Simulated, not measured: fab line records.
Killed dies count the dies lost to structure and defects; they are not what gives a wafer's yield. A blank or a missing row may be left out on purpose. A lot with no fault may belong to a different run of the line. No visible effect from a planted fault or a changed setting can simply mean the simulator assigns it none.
Chamber matching / flow gf180mcu / 4 sister chambers for GF_V1_CMP_04 on cmp-01
The step polishes SiO2. 8 wafers are shown with their chamber, then 9 later ones without.

== EACH WAFER AND ITS CHAMBER ==
wafer=L539.5; chamber=1; motorCurrentA (A)=13.2; timeToEndpointS (s)=79
wafer=L539.6; chamber=0; motorCurrentA (A)=12.3; timeToEndpointS (s)=86
wafer=L540.6; chamber=2; motorCurrentA (A)=10.7; timeToEndpointS (s)=81
wafer=L543.4; chamber=1; motorCurrentA (A)=12.6; timeToEndpointS (s)=65
wafer=L543.6; chamber=2; motorCurrentA (A)=10.8; timeToEndpointS (s)=71
wafer=L551.3; chamber=3; motorCurrentA (A)=12.7; timeToEndpointS (s)=90
wafer=L551.5; chamber=3; motorCurrentA (A)=13.2; timeToEndpointS (s)=94
wafer=L551.6; chamber=0; motorCurrentA (A)=12.6; timeToEndpointS (s)=93

== WAFERS WITH NO CHAMBER GIVEN ==
wafer=L552.2; motorCurrentA (A)=12.4; timeToEndpointS (s)=96
wafer=L552.4; motorCurrentA (A)=12.6; timeToEndpointS (s)=92
wafer=L552.5; motorCurrentA (A)=10.4; timeToEndpointS (s)=104
wafer=L553.1; motorCurrentA (A)=10.4; timeToEndpointS (s)=88
wafer=L553.4; motorCurrentA (A)=12.9; timeToEndpointS (s)=87
wafer=L553.5; motorCurrentA (A)=11.2; timeToEndpointS (s)=87
wafer=L554.2; motorCurrentA (A)=12.8; timeToEndpointS (s)=73
wafer=L554.3; motorCurrentA (A)=12.4; timeToEndpointS (s)=66
wafer=L554.4; motorCurrentA (A)=11.2; timeToEndpointS (s)=80

== WHICH CHAMBER EACH WENT THROUGH ==
wafer=L552.2; from the rows above=can't be placed: 0 or 3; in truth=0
wafer=L552.4; from the rows above=can't be placed: 0 or 3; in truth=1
wafer=L552.5; from the rows above=2; in truth=2
wafer=L553.1; from the rows above=2; in truth=2
wafer=L553.4; from the rows above=can't be placed: 3 or 0 or 1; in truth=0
wafer=L553.5; from the rows above=can't be placed: 2 or 0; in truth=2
wafer=L554.2; from the rows above=1; in truth=1
wafer=L554.3; from the rows above=can't be placed: 1 or 0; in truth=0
wafer=L554.4; from the rows above=2; in truth=2
4 of 9 placed correctly. These rows do not allow placing 5 (true chamber among the candidates in 4). Wrongly placed: 0.
How it was worked out, from the rows above alone: a wafer's distance from a chamber is the root of the sum, over the readings, of the square of ((its reading less the chamber's mean) divided by the reading's scatter). The wafer belongs to the nearest chamber; if the next one is less than 2 further off, it can't be placed. A chamber's mean is the mean of its shown wafers. The scatter: the root of (the sum of the squares of (reading less its chamber's mean) over the shown wafers, divided by (wafers less chambers)).
